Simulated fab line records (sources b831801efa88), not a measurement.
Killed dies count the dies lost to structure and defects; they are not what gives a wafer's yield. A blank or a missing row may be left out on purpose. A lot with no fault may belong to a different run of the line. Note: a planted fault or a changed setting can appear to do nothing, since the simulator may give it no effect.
fab line records -- flow sky130
record: lots: 14, wafers: 42, last-day: 51
route steps=708 shown CONTACT@407 METAL1@437 VIA1@478
lots that met no fault: taken from a fault-free run of the same line
start-h: start of the lot's first displayed wafer, in hours after the record's first day -- wait-h: how many hours have passed since the lot's step before this one -- " identical to the entry in the row above -- L1.1+2: a row that stands for several wafers -- - no value, or no start given -- * or withheld: withheld -- < > ~ a bound
route shown NAME@n: a module of which the file shows steps, and the number in the route of the first -- usual: average and standard deviation across the fault-free wafers -- same: alike in all rows -- chamber/n: place in a boat -- sites: the reading at each site -- _std_site: the values' standard deviation -- _edge_site: inner sites' mean taken away from outer sites' mean -- radius-mm: for every site, how far away it sits from the centre of the wafer -- mask NAME#n: copy n -- behind: tool/chamber where the wafer was last shaped -- hold: why the lot was held/for how many hours/how that ended -- device: the n, p or np transistor that did not switch -- end of line: at the end of the route, the tests of the same wafers -- step lacking rows: just its recipe -- killed: count of dies lost to structure and defects at first sort (not the wafer's yield) -- map: shows each die of a wafer: x if killed, . if not, _ if none is there
set.NAME: the run value of the setting; set.NAME@STEP: its run value at that earlier step -- model.NAME: the simulator's own value behind a step, which no gauge read
one table for each step of the route and one row for each wafer, over a sample of lots
services: when a tool's chamber went out of use (start-h, in hours from the record's first day, below 0 if earlier), for how many hours, and the reason
== steps ==
step: SKY_CONTACT_THK_MEAS_01
recipe: reads: Si3N4_of_CONTACT_CVD_00
usual: CONTACT_CVD_00_THK: 75.0/0.86
lot.wafer,tool,chamber,start-h,wait-h,CONTACT_CVD_00_THK[nm]
L710.1,film-metro-02,-,724.74,-,74.3
L710.2,film-metro-02,-,724.74,-,73.9
L710.6,film-metro-02,-,724.74,-,74.7
L711.1,film-metro-01,-,732.42,-,76.2
L711.3,film-metro-01,-,732.42,-,75.0
L711.6,film-metro-01,-,732.42,-,76.9
L715.1,film-metro-03,-,772.84,-,73.8
L715.4,film-metro-03,-,772.84,-,76.2
L715.6,film-metro-03,-,772.84,-,75.3
L716.1,film-metro-03,-,780.78,-,73.8
L716.3,film-metro-03,-,780.78,-,74.9
L716.5,film-metro-03,-,780.78,-,75.0
L722.4,film-metro-02,-,819.38,-,75.8
L722.5,film-metro-02,-,819.38,-,75.5
L722.6,film-metro-02,-,819.38,-,74.8
L724.1,film-metro-02,-,827.59,-,75.4
L724.2,film-metro-02,-,827.59,-,75.3
L724.3,film-metro-02,-,827.59,-,73.9
L723.2,film-metro-03,-,828.66,-,74.9
L723.5,film-metro-03,-,828.66,-,75.5
L723.6,film-metro-03,-,828.66,-,76.3
L725.3,film-metro-02,-,830.18,-,75.1
L725.4,film-metro-02,-,830.18,-,75.0
L725.6,film-metro-02,-,830.18,-,75.3
L727.1,film-metro-03,-,846.72,-,73.0
L727.4,film-metro-03,-,846.72,-,75.2
L727.5,film-metro-03,-,846.72,-,75.9
L728.2,film-metro-03,-,854.36,-,75.6
L728.5,film-metro-03,-,854.36,-,76.1
L728.6,film-metro-03,-,854.36,-,76.2
L729.1,film-metro-02,-,860.64,-,74.3
L729.2,film-metro-02,-,860.64,-,73.3
L729.4,film-metro-02,-,860.64,-,74.5
L731.3,film-metro-03,-,871.67,-,75.7
L731.4,film-metro-03,-,871.67,-,75.2
L731.5,film-metro-03,-,871.67,-,75.1
L732.1,film-metro-01,-,881.04,-,73.5
L732.2,film-metro-01,-,881.04,-,73.8
L732.4,film-metro-01,-,881.04,-,75.0
L733.4,film-metro-01,-,891.51,-,74.9
L733.5,film-metro-01,-,891.51,-,76.7
L733.6,film-metro-01,-,891.51,-,75.7
step: SKY_METAL1_SPUTTER_03
recipe: material: Ti, target-thk-nm: 5, power-w: 3000, time-s: 3.3, chamber-pressure-pa: 0.4
usual: cathode-dc-power-W: 3000.0/0.55, chamber-pressure-pa: 0.3999/0.00081, throttle-valve-pct: 30.1/1.2
lot.wafer,tool,chamber,start-h,wait-h,cathode-dc-power-W,chamber-pressure-pa,throttle-valve-pct
L710.1,pvd-sputter-02,-,754.04,0.0,3000.2,0.3999,29.8
L710.2,pvd-sputter-02,-,754.04,0.0,2999.4,0.4005,30.1
L710.6,pvd-sputter-02,-,754.04,0.0,2999.3,0.4005,30.2
L711.1,pvd-sputter-04,-,762.69,0.0,3000.8,0.3992,29.4
L711.3,pvd-sputter-04,-,762.69,0.0,3000.4,0.3998,31.7
L711.6,pvd-sputter-04,-,762.69,0.0,2999.6,0.3991,32.5
L715.1,pvd-sputter-04,-,801.73,0.0,-,-,-
L715.4,pvd-sputter-04,-,801.73,0.0,-,-,-
L715.6,pvd-sputter-04,-,801.73,0.0,-,-,-
L716.1,pvd-sputter-02,-,809.90,0.0,-,-,-
L716.3,pvd-sputter-02,-,809.90,0.0,-,-,-
L716.5,pvd-sputter-02,-,809.90,0.0,-,-,-
L722.4,pvd-sputter-01,-,851.68,0.0,2999.7,0.4006,28.4
L722.5,pvd-sputter-01,-,851.68,0.0,3000.6,0.3984,28.0
L722.6,pvd-sputter-01,-,851.68,0.0,3000.5,0.4004,30.2
L724.1,pvd-sputter-02,-,857.78,0.0,3001.0,0.4001,29.8
L724.2,pvd-sputter-02,-,857.78,0.0,2999.8,0.3986,29.5
L724.3,pvd-sputter-02,-,857.78,0.0,3000.5,0.4016,31.0
L723.2,pvd-sputter-01,-,859.07,0.0,3000.1,0.3994,28.5
L723.5,pvd-sputter-01,-,859.07,0.0,3000.2,0.3998,30.2
L723.6,pvd-sputter-01,-,859.07,0.0,3000.2,0.4001,30.1
L725.3,pvd-sputter-04,-,859.76,0.0,2999.9,0.3991,30.4
L725.4,pvd-sputter-04,-,859.76,0.0,3000.4,0.3994,29.3
L725.6,pvd-sputter-04,-,859.76,0.0,3000.6,0.3991,32.7
L727.1,pvd-sputter-02,-,875.89,0.0,2999.1,0.3991,30.8
L727.4,pvd-sputter-02,-,875.89,0.0,2999.7,0.3995,30.1
L727.5,pvd-sputter-02,-,875.89,0.0,3000.3,0.3995,30.2
L728.2,pvd-sputter-01,-,883.77,0.0,2999.8,0.3993,27.7
L728.5,pvd-sputter-01,-,883.77,0.0,3000.6,0.4001,29.8
L728.6,pvd-sputter-01,-,883.77,0.0,2999.7,0.3980,27.6
L729.1,pvd-sputter-04,-,889.21,0.0,2999.7,0.3995,32.4
L729.2,pvd-sputter-04,-,889.21,0.0,2999.0,0.4003,29.7
L729.4,pvd-sputter-04,-,889.21,0.0,3000.4,0.3993,31.2
L731.3,pvd-sputter-01,-,900.90,0.0,2999.5,0.4007,28.3
L731.4,pvd-sputter-01,-,900.90,0.0,2999.9,0.3984,30.5
L731.5,pvd-sputter-01,-,900.90,0.0,3000.3,0.4001,30.1
L732.1,pvd-sputter-02,-,909.64,0.0,3000.5,0.4007,30.9
L732.2,pvd-sputter-02,-,909.64,0.0,2999.2,0.4006,29.9
L732.4,pvd-sputter-02,-,909.64,0.0,2999.8,0.4000,30.2
L733.4,pvd-sputter-02,-,919.60,0.0,2999.9,0.4000,30.0
L733.5,pvd-sputter-02,-,919.60,0.0,2999.7,0.4000,29.6
L733.6,pvd-sputter-02,-,919.60,0.0,2998.9,0.3997,31.1
step: SKY_METAL1_METAL_ETCH_19
recipe: target-depth-a: 3600, stop-on: SiO2, over-etch-frac: 0.3, time-s: 78, chemistry: Cl2/BCl3, resist-sidewall-deg: 88, pressure-mtorr: 10, icp-w: 900, bias-w: 48.5, Cl2_flow_sccm: 60, bcl3-flow-sccm: 30
usual: chamber-pressure-mTorr: 10.000/0.0092, drypump-motor-current-A: 5.9/0.52, oes-product-au: 0.857/0.0063, throttle-valve-pct: 22.264/0.0092
lot.wafer,tool,chamber,start-h,wait-h,chamber-pressure-mTorr,drypump-motor-current-A,oes-product-au,rf-hours-counter-h,throttle-valve-pct
L710.1,rie-metal-01,1,781.39,0.0,9.991,4.9,0.861,0,22.274
L710.2,rie-metal-01,0,781.39,0.0,10.006,6.4,0.856,9,22.272
L710.6,rie-metal-01,1,781.39,0.0,10.005,4.9,0.858,-,22.265
L711.1,rie-metal-02,0,790.24,0.0,10.006,5.9,0.854,6,22.262
L711.3,rie-metal-02,0,790.24,0.0,10.012,5.9,0.865,-,22.255
L711.6,rie-metal-02,0,790.24,0.0,10.011,5.9,0.866,-,22.267
L715.1,rie-metal-01,0,829.04,0.0,10.006,6.3,0.854,11,22.265
L715.4,rie-metal-01,0,829.04,0.0,9.989,6.3,0.856,-,22.277
L715.6,rie-metal-01,0,829.04,0.0,10.003,6.4,0.847,-,22.264
L716.1,rie-metal-03,0,835.99,0.0,9.978,6.2,0.852,7,22.256
L716.3,rie-metal-03,0,835.99,0.0,9.986,6.2,0.847,-,22.256
L716.5,rie-metal-03,1,835.99,0.0,10.005,5.8,0.852,-,22.270
L722.4,rie-metal-01,0,878.97,0.1,9.988,6.4,0.846,-,22.273
L722.5,rie-metal-01,1,878.97,0.1,9.990,4.8,0.849,-,22.275
L722.6,rie-metal-01,0,878.97,0.1,10.002,6.4,0.844,-,22.263
L724.1,rie-metal-03,1,884.79,0.0,9.987,5.9,0.860,3,22.260
L724.2,rie-metal-03,0,884.79,0.0,9.997,6.1,0.867,10,22.282
L724.3,rie-metal-03,0,884.79,0.0,10.003,6.2,0.863,-,22.263
L723.2,rie-metal-01,0,886.69,0.0,10.003,6.4,0.852,14,22.263
L723.5,rie-metal-01,0,886.69,0.0,9.991,6.4,0.851,-,22.266
L723.6,rie-metal-01,1,886.69,0.0,10.002,4.8,0.854,-,22.272
L725.3,rie-metal-02,0,887.07,0.1,10.005,5.9,0.862,-,22.268
L725.4,rie-metal-02,1,887.07,0.1,10.011,6.3,0.850,-,22.272
L725.6,rie-metal-02,0,887.07,0.1,9.984,5.9,0.856,-,22.274
L727.1,rie-metal-02,0,902.69,0.0,9.997,5.9,0.859,11,22.271
L727.4,rie-metal-02,0,902.69,0.0,9.988,5.9,0.860,-,22.261
L727.5,rie-metal-02,0,902.69,0.0,10.005,5.9,0.867,-,22.256
L728.2,rie-metal-02,0,910.79,0.0,10.003,5.9,0.850,11,22.244
L728.5,rie-metal-02,1,910.79,0.0,9.983,6.3,0.852,-,22.257
L728.6,rie-metal-02,0,910.79,0.0,10.002,5.9,0.860,-,22.270
L729.1,rie-metal-01,1,915.89,0.0,9.993,4.8,0.857,6,22.254
L729.2,rie-metal-01,0,915.89,0.0,9.995,6.4,0.870,15,22.271
L729.4,rie-metal-01,0,915.89,0.0,9.992,6.4,0.856,-,22.266
L731.3,rie-metal-01,0,927.82,0.1,10.017,6.4,0.852,-,22.273
L731.4,rie-metal-01,1,927.82,0.1,10.010,4.9,0.858,-,22.262
L731.5,rie-metal-01,0,927.82,0.1,10.010,6.4,0.856,-,22.256
L732.1,rie-metal-01,1,935.78,0.1,10.014,4.9,0.857,7,22.265
L732.2,rie-metal-01,1,935.78,0.1,10.010,4.8,0.849,-,22.260
L732.4,rie-metal-01,1,935.78,0.1,9.994,4.8,0.860,-,22.256
L733.4,rie-metal-03,0,945.47,0.1,9.996,6.1,0.857,-,22.271
L733.5,rie-metal-03,0,945.47,0.1,10.000,6.1,0.848,-,22.264
L733.6,rie-metal-03,1,945.47,0.1,9.990,5.8,0.853,-,22.258
step: SKY_VIA1_SPUTTER_20
recipe: material: TiN, target-thk-nm: 20, chamber-pressure-pa: 5, power-w: 4000, time-s: 80
usual: cathode-dc-power-W: 4000.0/0.68, chamber-pressure-pa: 4.999/0.0086, throttle-valve-pct: 30.2/1.3
lot.wafer,tool,chamber,start-h,wait-h,cathode-dc-power-W,chamber-pressure-pa,throttle-valve-pct
L710.1,pvd-sputter-02,-,810.56,0.0,4000.4,4.986,29.7
L710.2,pvd-sputter-02,-,810.56,0.0,3999.6,4.998,31.1
L710.6,pvd-sputter-02,-,810.56,0.0,3999.8,4.990,30.1
L711.1,pvd-sputter-04,-,819.70,0.0,4000.2,5.004,32.6
L711.3,pvd-sputter-04,-,819.70,0.0,4001.2,4.986,29.6
L711.6,pvd-sputter-04,-,819.70,0.0,4000.8,4.991,31.6
L722.4,pvd-sputter-04,-,906.94,0.0,3999.7,5.011,30.4
L722.5,pvd-sputter-04,-,906.94,0.0,4000.6,4.992,31.6
L722.6,pvd-sputter-04,-,906.94,0.0,4000.8,5.006,30.5
L724.1,pvd-sputter-02,-,913.32,0.0,4001.0,5.000,31.0
L724.2,pvd-sputter-02,-,913.32,0.0,3999.9,5.011,29.9
L724.3,pvd-sputter-02,-,913.32,0.0,3999.7,4.987,30.0
L723.2,pvd-sputter-03,-,915.25,0.0,4000.6,5.004,28.2
L723.5,pvd-sputter-03,-,915.25,0.0,3998.8,5.000,28.0
L723.6,pvd-sputter-03,-,915.25,0.0,4000.4,4.991,28.6
L725.3,pvd-sputter-04,-,915.48,0.0,4000.0,5.000,31.5
L725.4,pvd-sputter-04,-,915.48,0.0,4001.0,4.990,29.7
L725.6,pvd-sputter-04,-,915.48,0.0,3999.7,4.985,32.6
L727.1,pvd-sputter-03,-,929.96,0.0,3999.1,4.998,28.9
L727.4,pvd-sputter-03,-,929.96,0.0,3999.4,5.006,30.6
L727.5,pvd-sputter-03,-,929.96,0.0,4000.2,5.011,28.8
L728.2,pvd-sputter-03,-,938.05,0.0,4000.1,5.004,28.3
L728.5,pvd-sputter-03,-,938.05,0.0,4000.4,4.998,30.3
L728.6,pvd-sputter-03,-,938.05,0.0,4000.5,5.012,27.9
L729.1,pvd-sputter-03,-,944.07,0.0,4000.8,5.021,28.9
L729.2,pvd-sputter-03,-,944.07,0.0,3999.8,5.015,30.6
L729.4,pvd-sputter-03,-,944.07,0.0,3999.3,5.000,28.9
L731.3,pvd-sputter-03,-,955.53,0.0,3999.8,4.993,28.8
L731.4,pvd-sputter-03,-,955.53,0.0,4000.0,5.008,29.0
L731.5,pvd-sputter-03,-,955.53,0.0,4000.8,5.007,30.7
L732.1,pvd-sputter-02,-,963.17,0.0,4001.2,5.006,29.6
L732.2,pvd-sputter-02,-,963.17,0.0,4001.0,5.001,29.9
L732.4,pvd-sputter-02,-,963.17,0.0,3999.0,4.980,30.7
L733.4,pvd-sputter-02,-,972.86,0.0,3999.9,5.003,29.8
L733.5,pvd-sputter-02,-,972.86,0.0,3999.7,5.005,29.8
L733.6,pvd-sputter-02,-,972.86,0.0,4000.6,4.995,29.9
== services ==
tool,chamber,start-h,hours,kind
rie-metal-02,-,730.12,2.3,repair
rie-metal-03,1,730.15,9.5,repair
rie-metal-02,-,740.96,10.0,pm
rie-metal-03,1,745.92,4.4,repair
rie-metal-01,1,749.31,-,clean
rie-metal-01,1,749.31,16.8,scheduled-down
rie-metal-01,1,749.31,16.8,vent-cycle
rie-metal-02,-,752.29,0.4,repair
pvd-sputter-01,-,767.14,3.9,repair
rie-metal-01,-,770.47,4.7,repair
pvd-sputter-01,-,778.36,2.2,repair
pvd-sputter-01,-,786.03,4.2,repair
rie-metal-02,-,836.66,1.1,repair
rie-metal-03,1,846.53,11.9,repair
pvd-sputter-03,-,853.48,12.7,repair
pvd-sputter-01,-,884.99,2.0,repair
pvd-sputter-02,-,887.82,1.0,repair
pvd-sputter-03,-,889.66,6.3,repair
pvd-sputter-04,-,918.84,2.8,repair
rie-metal-01,0,929.82,-,clean
rie-metal-01,0,929.82,25.4,scheduled-down
rie-metal-01,0,956.21,134.6,repair
rie-metal-03,1,964.36,25.9,repair
pvd-sputter-01,-,964.91,0.7,repair
== key ==
first-sign: step: SKY_METAL1_SPUTTER_03, reading: tool-record, direction: missing
effect none on later readings
met-at SKY_METAL1_SPUTTER_03
struck-lots L715,L716
later-rows-left-out L715.1,L715.4,L715.6,L716.1,L716.3,L716.5
sort-left-out L715.1,L715.4,L715.6,L716.1,L716.3,L716.5
not-acting-at SKY_CONTACT_THK_MEAS_01,SKY_METAL1_METAL_ETCH_19,SKY_VIA1_SPUTTER_20
onset-between 762.69 801.73
fault: kind: skipped-step-whole, tool: pvd-sputter-02,pvd-sputter-04, chamber: -, onset-h: 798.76, steps: SKY_METAL1_SPUTTER_03, scope: struck-lots-only
sort-left-out: the simulated sort isn't trusted on such a fault, so these wafers' sort isn't shown, and their yield isn't known
later-rows-left-out: the simulator's readings of these wafers behind a module that went badly wrong aren't trusted and aren't shown, but for the sort
